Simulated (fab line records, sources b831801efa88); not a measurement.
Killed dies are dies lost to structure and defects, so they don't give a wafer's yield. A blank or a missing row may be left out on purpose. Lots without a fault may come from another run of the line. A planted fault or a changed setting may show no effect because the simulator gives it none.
Which tool did it? | flow gf180mcu | 7 lots, 21 wafers sampled, at 4 steps of a route of 602

WHAT THE GAUGES READ, wafer by wafer
GF_V2_THK_MEAS_03.
lot  | measured     | on            | V2_CVD_02_THK (nm)
L559 | day 19 17:15 | film_metro-01 | 844 857 853
L561 | day 20 16:37 | film_metro-04 | 835 844 848
L564 | day 21 16:19 | film_metro-04 | 840 851 859
L566 | day 22 07:17 | film_metro-04 | 855 856 868
L570 | day 23 18:10 | film_metro-02 | 853 873 859
L572 | day 24 06:29 | film_metro-02 | 848 847 343
L581 | day 27 02:58 | film_metro-01 | 839 839 842

WHICH TOOL RAN EACH LOT (tool, then ch and the chambers of the sampled wafers, then the start)
lot  | GF_M2_SPUTTER_00             | GF_M2_METAL_ETCH_16               | GF_V2_CVD_02
L559 | pvd_sputter-04, day 18 16:00 | rie_metal-04 ch 0,1, day 19 16:21 | pecvd-04 ch 0,2, day 19 17:11
L561 | pvd_sputter-02, day 19 14:55 | rie_metal-02 ch 0,1, day 20 15:45 | pecvd-04 ch 0,1, day 20 16:32
L564 | pvd_sputter-04, day 20 15:26 | rie_metal-02 ch 0,1, day 21 15:24 | pecvd-04 ch 0,2, day 21 16:14
L566 | pvd_sputter-03, day 21 06:30 | rie_metal-04 ch 0,1, day 22 06:24 | pecvd-04 ch 0,1, day 22 07:13
L570 | pvd_sputter-03, day 22 18:01 | rie_metal-01 ch 1, day 23 17:13   | pecvd-04 ch 0,1, day 23 18:05
L572 | pvd_sputter-03, day 23 07:01 | rie_metal-01 ch 1, day 24 05:30   | pecvd-04 ch 0,1,2, day 24 06:25
L581 | pvd_sputter-03, day 26 05:22 | rie_metal-04 ch 0,1, day 27 02:06 | pecvd-03 ch 1,2, day 27 02:53
- GF_M2_SPUTTER_00: material Ti, target thk 37.5 nm, time 150 s.
- GF_M2_METAL_ETCH_16: etches the open film in Cl2/BCl3, stops on SiO2, target depth 750.8 nm, time 125.1 s.
- GF_V2_CVD_02: deposits SiO2 from TEOS, target thk 850 nm, time 94.851 s.

THE ANSWER, worked out from the rows above alone
Rule: what is usual is taken from the lots themselves. Put in order of their means at a reading, lots are off if they are a third of the lots or fewer, leave a main group of 4 or more, and stand apart from it by a gap of 3 or more times the standard deviation of the main group's means; of several such gaps the widest counts. A main group whose means are all the same, to the digits that the tables above print for the reading, isn't used. A lot without any number at a reading at which 4 lots or more have one is off too. The other lots that the step has rows for count as sound.
Off: L572, at GF_V2_THK_MEAS_03 (V2_CVD_02_THK). The main group: mean 851 nm, standard deviation 8.
A tool fits if, at a process step before that reading, it ran every lot that is off, and no sound lot after the first of them. The gauges at GF_V2_THK_MEAS_03 are tried like those tools. Can't be told from this: 3 tools fit, rie_metal-01 at GF_M2_METAL_ETCH_16, pecvd-04 at GF_V2_CVD_02, film_metro-02 at GF_V2_THK_MEAS_03.

WHAT THE SIMULATOR HAD PUT IN
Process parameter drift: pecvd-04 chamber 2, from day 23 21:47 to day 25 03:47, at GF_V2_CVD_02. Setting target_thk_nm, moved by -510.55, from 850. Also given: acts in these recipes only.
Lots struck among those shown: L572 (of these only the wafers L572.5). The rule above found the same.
